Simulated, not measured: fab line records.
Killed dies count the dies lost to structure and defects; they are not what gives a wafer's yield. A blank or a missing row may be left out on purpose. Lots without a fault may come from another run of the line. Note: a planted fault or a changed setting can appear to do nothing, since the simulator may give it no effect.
A struck lot beside a sound one | flow sky130 | 17 out of 708 route steps
Sound: wafers L512.1, L512.5, L512.6. Struck: wafer L500.1. (L500.4 of the same lot was not struck and is left out.) The cause comes at the end.
At each step with rows: each side's tool, then ch and its chambers, then its first start. Under that, the readings that differ: sound wafers | struck wafers | difference of the means | sigmas: that difference in standard deviations of wafers without a fault.
alike: readings whose means differ by less than 2 such deviations, and words and numbers that are the same on both sides. not compared: withheld readings, readings that some wafer has no value for, bounds like >300 that may hide the same value, and numbers for which the record gives no deviation and whose values overlap.
The two part at a step that has a row with sigmas, a row that says differs or no value, or rows on one side only. Numbers that don't overlap but have no deviation are shown without sigmas and don't part them. A reading missing from all wafers of one side parts the sides only when that side holds two or more wafers.

first, 2 steps without rows for these wafers: SKY_LOCAL_INTERCONNECT_PEB_09; SKY_LOCAL_INTERCONNECT_DEVELOP_10 (develop time 60 s).
SKY_LOCAL_INTERCONNECT_CD_MEAS_11: target cd 170 nm.
  sound on cd_sem-01, day 36 23:19; struck on cd_sem-01, day 33 13:19
  alike: cd_nm
SKY_LOCAL_INTERCONNECT_OVL_MEAS_12:
  sound on overlay-02, day 36 23:26; struck on overlay-02, day 33 13:26
  reading                     | sound     | struck | difference | sigmas
  LOCAL_INTERCONNECT_OVL (nm) | -4 -15 -5 | 10     | +18        | +4
SKY_LOCAL_INTERCONNECT_ETCH_13: etches BARC in N2/H2, stops on SiO2, time 45.9 s, target depth 60 nm.
  sound on rie_metal-03 ch 0,1, day 36 23:28; struck on rie_metal-01 ch 1, day 33 13:28
  alike: chamber_pressure_mTorr, drypump_motor_current_A, oes_product_au, throttle_valve_pct
  not compared: rf_hours_counter_h
SKY_LOCAL_INTERCONNECT_METAL_ETCH_14: etches TiN in Cl2/BCl3, stops on PSG, target depth 110 nm, time 31.4 s.
  sound on rie_metal-03 ch 0,1, day 36 23:32; struck on rie_metal-01 ch 1, day 33 13:32
  alike: chamber_pressure_mTorr, drypump_motor_current_A, mfc_cl2_sccm, oes_product_au, throttle_valve_pct
  not compared: rf_hours_counter_h
SKY_LOCAL_INTERCONNECT_STRIP_15: strips in O2/N2.
  sound on plasma_asher-02 ch 0,1, day 36 23:35; struck on plasma_asher-04 ch 0, day 33 13:35
  reading                     | sound       | struck | difference | sigmas
  drypump_motor_current_A (A) | 4.7 5.8 4.8 | 5.8    | +0.7       | +2
  alike: chamber_pressure_mTorr, o2_flow_sccm, oes_product_au, strip_time_to_endpoint_s
  not compared: rf_hours_counter_h
then, 3 steps without rows for these wafers: SKY_LOCAL_INTERCONNECT_STRIP_16 (strips in post etch residue remover, time 1200 s); SKY_LOCAL_INTERCONNECT_CLEAN_17 (cleans in IPA, time 180 s); SKY_LOCAL_INTERCONNECT_CLEAN_18 (cleans in O3/DIW).
SKY_CONTACT_CVD_00: deposits Si3N4, target thk 75 nm.
  sound on pecvd-04 ch 0,1, day 37 00:11; struck on pecvd-01 ch 1, day 33 14:11
  alike: heater_power_w
SKY_CONTACT_THK_MEAS_01:
  sound on film_metro-02, day 37 00:13; struck on film_metro-02, day 33 14:13
  alike: CONTACT_CVD_00_THK
SKY_CONTACT_HDPCVD_02: deposits SiO2, target thk 565 nm, time 94.2 s.
  sound on hdpcvd-02 ch 1,2, day 37 00:16; struck on hdpcvd-02 ch 2, day 33 14:17
  reading                                     | sound             | struck | difference | sigmas
  model.SiO2_of_CONTACT_HDPCVD_02.thk_nm (nm) | 565.4 568.8 561.4 | 923.9  | +358.7     |
SKY_CONTACT_THK_MEAS_03:
  sound on film_metro-03, day 37 00:20; struck on film_metro-01, day 33 14:34
  reading                 | sound       | struck | difference | sigmas
  CONTACT_HDPCVD_THK (nm) | 565 569 562 | 924    | +359       | +63
  not compared: hold
SKY_CONTACT_CMP_04: polishes SiO2.
  sound on cmp-02 ch 1,2,3, day 37 00:33; struck on cmp-01 ch 1, day 33 17:43
  reading                | sound    | struck                   | difference                   | sigmas
  hold                   | - - -    | await_dispo/3.0h/release | no value on the sound wafers |
  time_to_endpoint_s (s) | 85 85 82 | 206                      | +122                         | +35
  alike: motor_current_A, platen_rpm
SKY_CONTACT_BOW_MEAS_05:
  sound on film_metro-02, day 37 00:42; struck on film_metro-02, day 33 17:58
  alike: CONTACT_BOW
-- the record jumps here: 15 days lie between the struck wafers' starts before and after (it left off in module CONTACT and takes up again in module PAD_OPEN, whose first step shown is number 708 of the route) --
SKY_PAD_OPEN_PROBE_99:
  sound on prober-01, day 50 16:05; struck on prober-02, day 48 09:17
  reading            | sound    | struck                   | difference                   | sigmas
  hold               | - - -    | await_dispo/3.6h/release | no value on the sound wafers |
  killed_at_contacts | 25 32 24 | 16                       | -11                          | -2
  alike: killed_at_M0_to_M3, killed_at_M4_up, killed_at_front_end, killed_at_other, killed_dies, killed_open, killed_short

## WHERE THEY PART
At SKY_LOCAL_INTERCONNECT_OVL_MEAS_12 first; at SKY_PAD_OPEN_PROBE_99 last (within this record only).

WHY: what the simulator had put in
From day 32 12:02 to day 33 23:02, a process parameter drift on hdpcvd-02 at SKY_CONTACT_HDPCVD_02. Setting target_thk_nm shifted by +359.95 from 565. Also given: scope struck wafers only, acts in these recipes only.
